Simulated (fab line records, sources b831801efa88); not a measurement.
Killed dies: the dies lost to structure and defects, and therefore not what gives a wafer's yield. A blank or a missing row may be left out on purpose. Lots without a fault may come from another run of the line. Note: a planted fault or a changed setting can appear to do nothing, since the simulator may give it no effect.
fab line records | flow sfq_line
[record] lots = 7 | wafers = 21 | last_day = 92
route steps=325 shown M1@68 I1@73
lots that met no fault: taken from a fault-free run of the same line
start_h: hours from the record's opening day to when the first of the lot's shown wafers began | wait_h: hours since the lot's step before | " the same as in the row above | L1.1+2: one row covering several wafers at once | - no value, or no start given | * or withheld: withheld | < > ~ a bound
route shown NAME@n: names a module that has steps shown in the file, with the first one's number in the route | usual: average and standard deviation across the fault-free wafers | same: alike in all rows | chamber/n: place in a boat | sites: each site's reading | _std_site: standard deviation of those values | _edge_site: the outer-site mean with the inner-site mean subtracted | radius_mm: for every site, how far away it sits from the centre of the wafer | mask NAME#n: copy n | behind: tool/chamber where the wafer was last shaped | hold: cause of the lot's hold/its duration in hours/its outcome | device: whichever transistor did not switch (one of n, p or np) | end of line: the same wafers' tests at the end of the route | for a step that has no rows: nothing shown but its recipe | killed: not the wafer's yield, but the dies lost to structure and defects at the first sort | map: dies across one wafer; x = killed, . = not, _ = none there
set.NAME: the setting the step ran with; set.NAME@STEP: the setting that earlier step ran with | model.NAME: the simulator's own value behind a step, which no gauge read
certain route steps with their lots: each step a table, each wafer a row
services: when a tool's chamber went out of use (start_h, in hours from the record's first day, below 0 if earlier), for how many hours, and the reason
[[steps]]
[step SFQ_M1_OVL_MEAS_911]
[usual] M1_OVL = 1/5
lot.wafer | tool       | chamber | start_h | wait_h | M1_OVL[nm]
L627.2    | overlay-01 | -       | 471.78  | 0.1    | -1
L627.3    | "          | -       | "       | "      | -7
L627.6    | "          | -       | "       | "      | -1
L631.1    | overlay-02 | -       | 505.65  | 0.1    | 1
L631.3    | "          | -       | "       | "      | -8
L631.6    | "          | -       | "       | "      | -2
L632.1    | overlay-01 | -       | 515.29  | 0.1    | -1
L632.2    | "          | -       | "       | "      | 3
L632.3    | "          | -       | "       | "      | 3
L633.1    | overlay-02 | -       | 526.05  | 0.1    | -7
L633.4    | "          | -       | "       | "      | 5
L633.6    | "          | -       | "       | "      | 2
L638.2    | overlay-01 | -       | 570.84  | 0.1    | 8
L638.4    | "          | -       | "       | "      | 12
L638.6    | "          | -       | "       | "      | 10
L641.1    | overlay-02 | -       | 636.96  | 0.1    | 1
L641.2    | "          | -       | "       | "      | 1
L641.6    | "          | -       | "       | "      | 4
L646.3    | overlay-01 | -       | 804.82  | 0.1    | 7
L646.4    | "          | -       | "       | "      | -5
L646.5    | "          | -       | "       | "      | -1
[step SFQ_TRILAYER_M1_BARC_OPEN_METAL_ETCH_054]
[recipe] mask_material = PR | chemistry = O2 | target_depth_nm = 125 | target = BARC | icp_w = 600 | bias_w = 80 | pressure_mtorr = 10 | time_s = 41.7
[usual] drypump_motor_current_A = 5.6/0.34 | oes_product_au = 0.685/0.0047 | rf_fwd_power_W = 593.7/2
lot.wafer | tool         | chamber | start_h | wait_h | drypump_motor_current_A | oes_product_au | rf_fwd_power_W | rf_hours_counter_h
L627.2    | rie_metal-04 | 1       | 471.81  | 0.0    | 5.5                     | 0.684          | 592.0          | 87
L627.3    | "            | 0       | "       | "      | 5.4                     | 0.678          | 591.8          | -
L627.6    | "            | 0       | "       | "      | 5.4                     | 0.685          | 593.2          | -
L631.1    | rie_metal-01 | 0       | 505.68  | 0.0    | 5.3                     | 0.681          | 596.4          | 30
L631.3    | "            | 1       | "       | "      | 6.0                     | 0.681          | 588.4          | -
L631.6    | "            | 0       | "       | "      | 5.3                     | 0.690          | 595.4          | -
L632.1    | rie_metal-01 | 1       | 515.32  | 0.0    | 6.0                     | 0.683          | 598.0          | 38
L632.2    | "            | 0       | "       | "      | 5.3                     | 0.687          | 595.1          | 31
L632.3    | "            | 0       | "       | "      | 5.3                     | 0.684          | 591.1          | -
L633.1    | rie_metal-01 | 1       | 526.08  | 0.0    | 6.0                     | 0.687          | 590.5          | 40
L633.4    | "            | 0       | "       | "      | 5.3                     | 0.682          | 594.6          | -
L633.6    | "            | 0       | "       | "      | 5.3                     | 0.689          | 595.2          | -
L638.2    | rie_metal-04 | 1       | 570.89  | 0.0    | 5.5                     | 0.691          | 590.5          | -
L638.4    | "            | 1       | "       | "      | 5.5                     | 0.678          | 592.5          | -
L638.6    | "            | 1       | "       | "      | 5.5                     | 0.688          | 591.5          | -
L641.1    | rie_metal-03 | 1       | 636.99  | 0.0    | 5.2                     | 0.690          | 593.4          | 90
L641.2    | "            | 0       | "       | "      | 5.9                     | 0.680          | 595.3          | 108
L641.6    | "            | 1       | "       | "      | 5.2                     | 0.685          | 595.0          | -
L646.3    | rie_metal-01 | 0       | 804.86  | 0.0    | 5.3                     | 0.689          | 596.3          | -
L646.4    | "            | 1       | "       | "      | 6.0                     | 0.685          | 593.2          | -
L646.5    | "            | 0       | "       | "      | 5.3                     | 0.682          | 594.8          | -
[step SFQ_TRILAYER_M1_ETCH_METAL_ETCH_042]
[recipe] target = Nb | stop_on = SiO2 | mask_material = PR | chemistry = Cl2/Ar | target_depth_nm = 240 | icp_w = 600 | bias_w = 80 | pressure_mtorr = 10 | time_s = 120
[usual] drypump_motor_current_A = 5.6/0.35 | oes_product_au = 0.898/0.0088 | rf_fwd_power_W = 597.1/1.9
lot.wafer | tool         | chamber | start_h | wait_h | drypump_motor_current_A | oes_product_au | rf_fwd_power_W | rf_hours_counter_h
L627.2    | rie_metal-04 | 1       | 471.87  | 0.0    | 5.5                     | 0.899          | 596.9          | 87
L627.3    | "            | 0       | "       | "      | 5.3                     | 0.901          | 597.2          | -
L627.6    | "            | 0       | "       | "      | 5.4                     | 0.896          | 596.1          | -
L631.1    | rie_metal-01 | 0       | 505.74  | 0.0    | 5.3                     | 0.887          | 596.0          | 30
L631.3    | "            | 1       | "       | "      | 6.0                     | 0.909          | 600.0          | -
L631.6    | "            | 0       | "       | "      | 5.3                     | 0.898          | 597.4          | -
L632.1    | rie_metal-01 | 1       | 515.38  | 0.0    | 6.0                     | 0.904          | 594.1          | 38
L632.2    | "            | 0       | "       | "      | 5.3                     | 0.885          | 597.4          | 31
L632.3    | "            | 0       | "       | "      | 5.3                     | 0.890          | 598.0          | -
L633.1    | rie_metal-01 | 1       | 526.14  | 0.0    | 6.0                     | 0.882          | 596.7          | 40
L633.4    | "            | 0       | "       | "      | 5.3                     | 0.903          | 598.6          | -
L633.6    | "            | 0       | "       | "      | 5.3                     | 0.882          | 597.1          | -
L638.2    | rie_metal-04 | 1       | 571.03  | 0.1    | 5.5                     | 0.894          | 597.2          | -
L638.4    | "            | 1       | "       | "      | 5.5                     | 0.909          | 595.7          | -
L638.6    | "            | 1       | "       | "      | 5.5                     | 0.888          | 596.2          | -
L641.1    | rie_metal-03 | 1       | 637.05  | 0.0    | 5.1                     | 0.890          | 596.6          | 90
L641.2    | "            | 0       | "       | "      | 5.9                     | 0.904          | 599.5          | 108
L641.6    | "            | 1       | "       | "      | 5.2                     | 0.894          | 596.4          | -
L646.3    | rie_metal-01 | 0       | 804.94  | 0.1    | 5.3                     | 0.899          | 594.9          | -
L646.4    | "            | 1       | "       | "      | 6.0                     | 0.908          | 593.8          | -
L646.5    | "            | 0       | "       | "      | 5.3                     | 0.908          | 596.5          | -
[step SFQ_TRILAYER_M1_STRIP_STRIP_043]
[recipe] gas = O2 | power_w = 200 | platen_temp_c = 40 | overash_fraction = 0.65 | chemistry = O2 | pressure_mtorr = 50
[usual] drypump_motor_current_A = 5.6/0.34 | oes_product_au = 1.002/0.013
lot.wafer | tool         | chamber | start_h | wait_h | drypump_motor_current_A | oes_product_au | rf_hours_counter_h
L627.2    | rie_metal-04 | 1       | 471.99  | 0.1    | 5.5                     | 1.009          | 87
L627.3    | "            | 0       | "       | "      | 5.4                     | 1.029          | -
L627.6    | "            | 0       | "       | "      | 5.4                     | 1.024          | -
L631.1    | rie_metal-01 | 0       | 505.87  | 0.1    | 5.3                     | 0.999          | 30
L631.3    | "            | 1       | "       | "      | 6.0                     | 1.006          | -
L631.6    | "            | 0       | "       | "      | 5.3                     | 0.995          | -
L632.1    | rie_metal-01 | 1       | 515.51  | 0.1    | 6.0                     | 0.990          | 39
L632.2    | "            | 0       | "       | "      | 5.3                     | 0.995          | 32
L632.3    | "            | 0       | "       | "      | 5.3                     | 0.971          | -
L633.1    | rie_metal-01 | 1       | 526.27  | 0.1    | 6.0                     | 1.005          | 40
L633.4    | "            | 0       | "       | "      | 5.3                     | 1.001          | -
L633.6    | "            | 0       | "       | "      | 5.3                     | 1.004          | -
L638.2    | rie_metal-04 | 1       | 571.44  | 0.4    | 5.4                     | 0.999          | -
L638.4    | "            | 1       | "       | "      | 5.5                     | 0.994          | -
L638.6    | "            | 1       | "       | "      | 5.5                     | 1.004          | -
L641.1    | rie_metal-03 | 1       | 637.18  | 0.1    | 5.2                     | 1.000          | 90
L641.2    | "            | 0       | "       | "      | 5.9                     | 1.022          | 108
L641.6    | "            | 1       | "       | "      | 5.2                     | 1.002          | -
L646.3    | rie_metal-01 | 0       | 805.22  | 0.2    | 5.3                     | 0.978          | -
L646.4    | "            | 1       | "       | "      | 6.0                     | 0.996          | -
L646.5    | "            | 0       | "       | "      | 5.3                     | 0.985          | -
[step SFQ_TRILAYER_M1_STRIP_SOLV_CLEAN_044]
[recipe] chemistry = NMP | temp_c = 70 | time_s = 600
[step SFQ_TRILAYER_I1_DEP_PECVD_045]
[recipe] material = SiO2 | temp_c = 150 | time_s = 111.11 | pressure_torr = 2.4 | rf_w = 183.3 | precursor = SiH4/N2O | target_thk_nm = 500
[step SFQ_TRILAYER_I1_CMP_CMP_046]
[recipe] material = SiO2 | down_force_psi = 3 | platen_rpm = 60 | pad_velocity_m_s = 0.94248
[step SFQ_I1_BOW_MEAS_912]
[recipe] mode = bow
[usual] I1_BOW = 2/6.6
lot.wafer | tool          | chamber | start_h | wait_h | I1_BOW[um]
L627.2    | film_metro-03 | -       | 478.07  | 1.6    | 9
L627.3    | "             | -       | "       | "      | 8
L627.6    | "             | -       | "       | "      | 3
L631.1    | film_metro-04 | -       | 510.25  | 2.0    | 2
L631.3    | "             | -       | "       | "      | -5
L631.6    | "             | -       | "       | "      | -8
L632.1    | film_metro-02 | -       | 519.36  | 2.0    | -4
L632.2    | "             | -       | "       | "      | 0
L632.3    | "             | -       | "       | "      | 2
L633.1    | film_metro-04 | -       | 530.12  | 2.5    | -2
L633.4    | "             | -       | "       | "      | -1
L633.6    | "             | -       | "       | "      | -11
L638.2    | film_metro-02 | -       | 575.71  | 2.0    | 11
L638.4    | "             | -       | "       | "      | -7
L638.6    | "             | -       | "       | "      | 0
L641.1    | film_metro-04 | -       | 641.03  | 2.0    | -4
L641.2    | "             | -       | "       | "      | 11
L641.6    | "             | -       | "       | "      | 6
L646.3    | film_metro-03 | -       | 813.81  | 2.5    | 5
L646.4    | "             | -       | "       | "      | 11
L646.5    | "             | -       | "       | "      | 5
[step SFQ_TRILAYER_I1_METRO_MEASURE_047]
[usual] thk_nm = 199.4/1
lot.wafer | tool          | chamber | start_h | wait_h | thk_nm
L627.2    | film_metro-03 | -       | 478.37  | 0.3    | 200.6
L627.3    | "             | -       | "       | "      | 200.2
L627.6    | "             | -       | "       | "      | 201.2
L631.1    | film_metro-04 | -       | 510.37  | 0.1    | 199.9
L631.3    | "             | -       | "       | "      | 198.5
L631.6    | "             | -       | "       | "      | 200.1
L632.1    | film_metro-02 | -       | 519.48  | 0.1    | 200.4
L632.2    | "             | -       | "       | "      | 197.7
L632.3    | "             | -       | "       | "      | 198.9
L633.1    | film_metro-04 | -       | 530.24  | 0.1    | 200.5
L633.4    | "             | -       | "       | "      | 199.6
L633.6    | "             | -       | "       | "      | 198.5
L638.2    | film_metro-02 | -       | 576.01  | 0.3    | 199.4
L638.4    | "             | -       | "       | "      | 198.3
L638.6    | "             | -       | "       | "      | 199.9
L641.1    | film_metro-04 | -       | 641.15  | 0.1    | 199.7
L641.2    | "             | -       | "       | "      | 199.5
L641.6    | "             | -       | "       | "      | 200.1
L646.3    | film_metro-03 | -       | 814.29  | 0.5    | 201.1
L646.4    | "             | -       | "       | "      | 199.1
L646.5    | "             | -       | "       | "      | 200.6
[step SFQ_TRILAYER_I1_VIA_LITHO_COAT_054]
[recipe] resist = BARC | spin_rpm = 3000 | resist_thk_nm = 62
[step SFQ_TRILAYER_I1_VIA_LITHO_COAT_049]
[recipe] resist = KrF | spin_rpm = 3000 | resist_thk_nm = 650
[step SFQ_TRILAYER_I1_VIA_LITHO_SOFTBAKE_053]
[recipe] temp_c = withheld | time_s = withheld | resist = KrF
[step SFQ_TRILAYER_I1_VIA_LITHO_EXPOSE_050]
[recipe] mask_id = I1 | na = 0.6 | source_shape = conventional | sigma_outer = 0.65 | target_cd_nm = 500 | dose_mj = 21.3
[usual] exposure_dose_mJ_cm2 = 21.305/0.02
lot.wafer | tool           | chamber | start_h | wait_h | mask | exposure_dose_mJ_cm2 | model.I1.overlay_x_nm
L627.2    | krf_scanner-02 | 0       | 630.86  | -      | I1#0 | 21.277               | 4.484
L627.3    | "              | 0       | "       | "      | I1#0 | 21.277               | 4.484
L627.6    | "              | 0       | "       | "      | I1#0 | 21.292               | 4.484
L631.1    | krf_scanner-02 | 0       | 666.91  | -      | I1#0 | 21.313               | 57.48
L631.3    | "              | 0       | "       | "      | I1#0 | 21.308               | 57.48
L631.6    | "              | 0       | "       | "      | I1#0 | 21.285               | 57.48
L632.1    | krf_scanner-02 | 0       | 674.11  | -      | I1#0 | 21.318               | 65.26
L632.2    | "              | 0       | "       | "      | I1#0 | 21.333               | 65.26
L632.3    | "              | 0       | "       | "      | I1#0 | 21.334               | 65.26
L633.1    | krf_scanner-02 | 0       | 684.91  | -      | I1#0 | 21.296               | 55
L633.4    | "              | 0       | "       | "      | I1#0 | 21.310               | 55
L633.6    | "              | 0       | "       | "      | I1#0 | 21.292               | 55
L638.2    | krf_scanner-01 | 0       | 731.38  | -      | I1#0 | 21.294               | 3.625
L638.4    | "              | 0       | "       | "      | I1#0 | 21.301               | 3.625
L638.6    | "              | 0       | "       | "      | I1#0 | 21.298               | 3.625
L641.1    | krf_scanner-01 | 0       | 792.38  | -      | I1#0 | 21.319               | 3.659
L641.2    | "              | 0       | "       | "      | I1#0 | 21.309               | 3.659
L641.6    | "              | 0       | "       | "      | I1#0 | 21.302               | 3.659
L646.3    | krf_scanner-01 | 0       | 961.25  | -      | I1#0 | 21.288               | 6.966
L646.4    | "              | 0       | "       | "      | I1#0 | 21.290               | 6.966
L646.5    | "              | 0       | "       | "      | I1#0 | 21.288               | 6.966
[step SFQ_TRILAYER_I1_VIA_LITHO_PEB_052]
[recipe] peb_temp_c = 115 | peb_time_s = 60 | resist = KrF
[step SFQ_TRILAYER_I1_VIA_LITHO_DEVELOP_051]
[recipe] time_s = 60 | resist = KrF
[step SFQ_I1_OVL_MEAS_913]
[usual] I1_OVL = 3/5.3
lot.wafer | tool       | chamber | start_h | wait_h | I1_OVL[nm]
L627.2    | overlay-01 | -       | 632.16  | 0.1    | 0
L627.3    | "          | -       | "       | "      | 5
L627.6    | "          | -       | "       | "      | 4
L631.1    | overlay-01 | -       | 668.41  | 0.1    | 55
L631.3    | "          | -       | "       | "      | 57
L631.6    | "          | -       | "       | "      | 58
L632.1    | overlay-02 | -       | 675.61  | 0.1    | 68
L632.2    | "          | -       | "       | "      | 62
L632.3    | "          | -       | "       | "      | 67
L633.1    | overlay-01 | -       | 686.41  | 0.1    | 58
L633.4    | "          | -       | "       | "      | 64
L633.6    | "          | -       | "       | "      | 61
L638.2    | overlay-02 | -       | 732.68  | 0.1    | 5
L638.4    | "          | -       | "       | "      | 2
L638.6    | "          | -       | "       | "      | 0
L641.1    | overlay-02 | -       | 793.88  | 0.1    | 7
L641.2    | "          | -       | "       | "      | 8
L641.6    | "          | -       | "       | "      | 8
L646.3    | overlay-01 | -       | 962.36  | 0.1    | 10
L646.4    | "          | -       | "       | "      | 8
L646.5    | "          | -       | "       | "      | 5
[step SFQ_TRILAYER_I1_VIA_BARC_OPEN_VIA_ETCH_071]
[recipe] mask_material = PR | chemistry = O2 | target_depth_nm = 125 | target = BARC | source_w = 500 | bias_w = 80 | pressure_mtorr = 30 | time_s = 41.7
[usual] drypump_motor_current_A = 5.4/0.36 | oes_product_au = 0.685/0.005 | rf_fwd_power_W = 494.7/2.3
lot.wafer | tool        | chamber | start_h | wait_h | drypump_motor_current_A | oes_product_au | rf_fwd_power_W | rf_hours_counter_h
L627.2    | rie_diel-03 | 2       | 632.19  | 0.0    | 5.1                     | 0.691          | 492.7          | 30
L627.3    | "           | 0       | "       | "      | 5.3                     | 0.680          | 492.5          | 49
L627.6    | "           | 1       | "       | "      | 4.8                     | 0.693          | 498.5          | -
L631.1    | rie_diel-03 | 2       | 668.44  | 0.0    | 5.1                     | 0.684          | 496.2          | 30
L631.3    | "           | 0       | "       | "      | 5.3                     | 0.679          | 493.7          | 50
L631.6    | "           | 2       | "       | "      | 5.1                     | 0.677          | 495.6          | -
L632.1    | rie_diel-04 | 1       | 675.64  | 0.0    | 5.2                     | 0.682          | 491.6          | 5
L632.2    | "           | 0       | "       | "      | 5.9                     | 0.683          | 495.4          | 3
L632.3    | "           | 2       | "       | "      | 5.4                     | 0.689          | 492.7          | 7
L633.1    | rie_diel-03 | 2       | 686.44  | 0.0    | 5.1                     | 0.682          | 493.5          | 31
L633.4    | "           | 1       | "       | "      | 4.7                     | 0.692          | 498.4          | 8
L633.6    | "           | 0       | "       | "      | 5.3                     | 0.689          | 496.7          | -
L638.2    | rie_diel-04 | 2       | 732.71  | 0.0    | 5.4                     | 0.687          | 491.8          | 8
L638.4    | "           | 1       | "       | "      | 5.2                     | 0.683          | 489.0          | 7
L638.6    | "           | 1       | "       | "      | 5.2                     | 0.696          | 491.3          | -
L641.1    | rie_diel-04 | 0       | 793.91  | 0.0    | 5.8                     | 0.686          | 497.5          | 5
L641.2    | "           | 3       | "       | "      | 5.6                     | 0.694          | 495.1          | 7
L641.6    | "           | 3       | "       | "      | 5.6                     | 0.686          | 495.5          | -
L646.3    | rie_diel-03 | 3       | 962.39  | 0.0    | 5.5                     | 0.681          | 494.2          | 2
L646.4    | "           | 2       | "       | "      | 5.1                     | 0.683          | 494.0          | 1
L646.5    | "           | 1       | "       | "      | 4.8                     | 0.679          | 496.2          | -
[[services]]
tool           | chamber | start_h | hours | kind
krf_scanner-02 | -       | 462.31  | 0.6   | repair
krf_scanner-02 | -       | 481.07  | 1.0   | pm
rie_metal-04   | 1       | 495.22  | 4.0   | repair
krf_scanner-02 | -       | 498.37  | 0.4   | repair
rie_diel-03    | 3       | 501.05  | 22.1  | repair
rie_diel-03    | -       | 509.40  | 0.6   | repair
krf_scanner-02 | -       | 539.21  | 1.3   | pm
krf_scanner-02 | -       | 560.62  | 0.3   | repair
krf_scanner-02 | -       | 566.88  | 0.8   | pm
rie_diel-03    | 0       | 602.30  | 6.2   | repair
rie_diel-03    | 0       | 616.75  | 6.6   | repair
krf_scanner-02 | -       | 649.86  | 1.0   | pm
rie_metal-04   | -       | 682.61  | 0.5   | repair
krf_scanner-02 | -       | 715.06  | 1.3   | pm
rie_metal-04   | -       | 719.32  | 4.1   | repair
rie_diel-03    | 1       | 732.19  | 3.9   | repair
krf_scanner-02 | -       | 734.62  | 0.8   | pm
rie_metal-04   | -       | 762.44  | 2.8   | pm
rie_diel-03    | -       | 767.97  | 0.8   | repair
rie_metal-04   | -       | 795.92  | 1.4   | pm
krf_scanner-02 | -       | 810.50  | 3.6   | pm
rie_metal-04   | 0       | 856.23  | 12.5  | repair
rie_metal-01   | -       | 883.20  | 14.6  | pm
rie_metal-04   | -       | 906.99  | 14.6  | pm
[[key]]
[first_sign] step = SFQ_I1_OVL_MEAS_913 | reading = I1_OVL | direction = up | sigmas = 11 | usual = 3 | struck = 61
effect none on later readings
[model_effect] step = SFQ_TRILAYER_I1_VIA_LITHO_EXPOSE_050 | value = I1.overlay_x_nm | without = 0.5773 | struck = 59.25
met_at SFQ_TRILAYER_I1_VIA_LITHO_EXPOSE_050
struck_wafers L631.1,L631.3,L631.6,L632.1,L632.2,L632.3,L633.1,L633.4,L633.6
onset_between 630.86 666.91
[fault] kind = scanner_matching_overlay | tool = krf_scanner-02 | chamber = - | onset_h = 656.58 | steps = SFQ_TRILAYER_I1_VIA_LITHO_EXPOSE_050 | offset = 58.668
